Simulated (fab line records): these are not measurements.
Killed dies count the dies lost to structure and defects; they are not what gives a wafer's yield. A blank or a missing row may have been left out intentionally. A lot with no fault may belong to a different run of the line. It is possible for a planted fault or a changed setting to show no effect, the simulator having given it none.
Chamber matching || flow sky130 || 3 sister chambers for SKY_PASSIVATION_CVD_00 on pecvd-01
The step deposits SiO2, target thk 90 nm. 3 wafers are shown with their chamber, then 7 later ones without.

## WAFERS, EACH WITH ITS CHAMBER
{"wafer": "L087.6", "chamber": 1, "heater-power-w (W)": 715}
{"wafer": "L092.1", "chamber": 0, "heater-power-w (W)": 635}
{"wafer": "L092.3", "chamber": 2, "heater-power-w (W)": 658}

## WAFERS WHOSE CHAMBER IS MISSING
{"wafer": "L092.5", "heater-power-w (W)": 699}
{"wafer": "L095.1", "heater-power-w (W)": 772}
{"wafer": "L095.2", "heater-power-w (W)": 604}
{"wafer": "L095.3", "heater-power-w (W)": 730}
{"wafer": "L095.4", "heater-power-w (W)": 579}
{"wafer": "L095.5", "heater-power-w (W)": 787}
{"wafer": "L095.6", "heater-power-w (W)": 745}

## WHICH CHAMBER EACH ONE RAN IN
{"wafer": "L092.5", "from the rows above": "can't be placed: 1 or 2 or 0", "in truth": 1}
{"wafer": "L095.1", "from the rows above": "can't be placed: 1 or 2 or 0", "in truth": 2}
{"wafer": "L095.2", "from the rows above": "can't be placed: 0 or 2 or 1", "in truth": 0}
{"wafer": "L095.3", "from the rows above": "can't be placed: 1 or 2 or 0", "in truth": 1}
{"wafer": "L095.4", "from the rows above": "can't be placed: 0 or 2 or 1", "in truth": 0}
{"wafer": "L095.5", "from the rows above": "can't be placed: 1 or 2 or 0", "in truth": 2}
{"wafer": "L095.6", "from the rows above": "can't be placed: 1 or 2 or 0", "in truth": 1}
0 of 7 placed correctly. These rows do not allow placing 7 (true chamber among the candidates in 7). Placed wrongly: 0.
How it was worked out, from the rows above alone: a wafer's distance from a chamber is the root of the sum, over the readings, of the square of ((its reading less the chamber's mean) divided by the reading's scatter). The wafer belongs to the nearest chamber; if the next one is less than 2 further off, it can't be placed. A chamber's mean is the mean of its shown wafers. The scatter: root of mean squared gap, hidden wafer to nearest shown wafer, with one shown wafer a chamber.
